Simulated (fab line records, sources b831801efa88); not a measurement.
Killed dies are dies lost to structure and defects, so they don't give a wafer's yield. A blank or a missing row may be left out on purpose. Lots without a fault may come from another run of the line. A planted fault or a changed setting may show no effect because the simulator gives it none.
One fault seen from 2 desks | flow gf180mcu | each desk has only its own numbers; what lay behind them comes last

THE METROLOGY DESK
What the gauges read, lot by lot, whatever tool the lot ran on: means of the sampled wafers that have a number. A lot is out of limits, marked OUT, if its mean lies more than 4 standard deviations from the usual mean; the brackets give that distance.
Columns: A = HV_LDD_CVD_54_THK at GF_HV_LDD_THK_MEAS_55, usual 9.97 nm; B = PSD_OVL at GF_PSD_OVL_MEAS_08, usual 0.4 nm; C = PSD_TW at GF_PSD_TW_MEAS_11, usual 3180; D = NSD_RS at GF_PSD_RS_MEAS_14, usual 46.13 ohm/sq; E = PSD_RS at GF_PSD_RS_MEAS_15, usual 108.57 ohm/sq
lot  | first seen here | A     | B    | C    | D               | E
L308 | day 12 23:51    | 9.93  | 2.8  | 3153 | 46.11           | 108.61
L309 | day 13 06:34    | 10.04 | 1.2  | 3158 | 46.17           | 108.67
L312 | day 14 14:12    | 9.98  | -1.5 | 3149 | 46.10           | 108.60
L313 | day 14 23:10    | 9.95  | -0.1 | 3157 | 46.10           | 108.72
L314 | day 15 04:08    | 9.83  | 1.1  | 3123 | 46.19           | 108.70
L315 | day 15 10:58    | 10.00 | 0.7  | 3212 | 46.09           | 108.24
L316 | day 15 15:38    | 10.11 | -0.5 | 3225 | 46.10           | 108.56
L317 | day 16 05:42    | 9.73  | -0.3 | 3238 | 46.09           | 108.40
L319 | day 16 20:48    | 10.05 | -0.1 | 3225 | 46.03           | 108.19
L320 | day 17 02:50    | 9.89  | 0.6  | 3209 | 44.08 (-24) OUT | 102.00 (-24) OUT
L323 | day 18 02:41    | 10.24 | 1.3  | 3155 | 44.12 (-23) OUT | 101.94 (-25) OUT
L326 | day 19 01:13    | 10.09 | 0.2  | 3216 | 46.30           | 109.15
L329 | day 20 06:49    | 9.91  | -0.1 | 3166 | 46.16           | 108.70
This desk's finding: out of limits on L320, L323; first on L320, day 19 04:07 (NSD_RS at GF_PSD_RS_MEAS_14). In limits: L308, L309, L312, L313, L314, L315, L316, L317, L319, L326, L329.

THE TOOL OWNER'S DESK: rtp_anneal-02
The tool's own readings at GF_PSD_RTA_13 (time 20 s): means of the sampled wafers that have a number, for each lot that ran on this tool. A lot is out of limits, marked OUT, if its mean lies more than 4 standard deviations from the usual mean; the brackets give that distance.
Columns: A = chamber_o2_ppm at GF_PSD_RTA_13, usual 2.001; B = lamp_power_pct at GF_PSD_RTA_13, usual 31.3 %; C = wafer_temp_C_max at GF_PSD_RTA_13, usual 1029.6
lot  | first seen here | A     | B    | C
L308 | day 14 20:59    | 2.008 | 30.3 | 1028.1
L312 | day 16 12:33    | 1.980 | 30.3 | 1029.8
L313 | day 16 20:47    | 2.014 | 30.3 | 1029.5
L314 | day 17 02:44    | 2.000 | 30.3 | 1028.7
L315 | day 17 09:16    | 2.002 | 30.3 | 1028.5
L316 | day 17 14:29    | 2.002 | 30.3 | 1028.4
L320 | day 19 04:01    | 1.978 | 31.5 | 1029.6
L323 | day 20 05:13    | 1.972 | 31.5 | 1028.2
This desk's finding: nothing out of limits on any of the 8 lots.

PUT TOGETHER
The metrology desk could have raised an alarm at day 19 04:07, on L320, L323.
The tool owner's desk saw nothing out of limits.
The tool owner's desk has L320, L323 on record, within its limits.
Of the lots named, all ran GF_PSD_RTA_13 on rtp_anneal-02.

WHAT THE SIMULATOR HAD PUT IN
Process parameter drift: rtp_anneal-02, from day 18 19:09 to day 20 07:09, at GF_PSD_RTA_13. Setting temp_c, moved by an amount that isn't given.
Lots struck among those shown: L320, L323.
Hours from the fault's start to each desk's first reading out of limits: the metrology desk, 9.
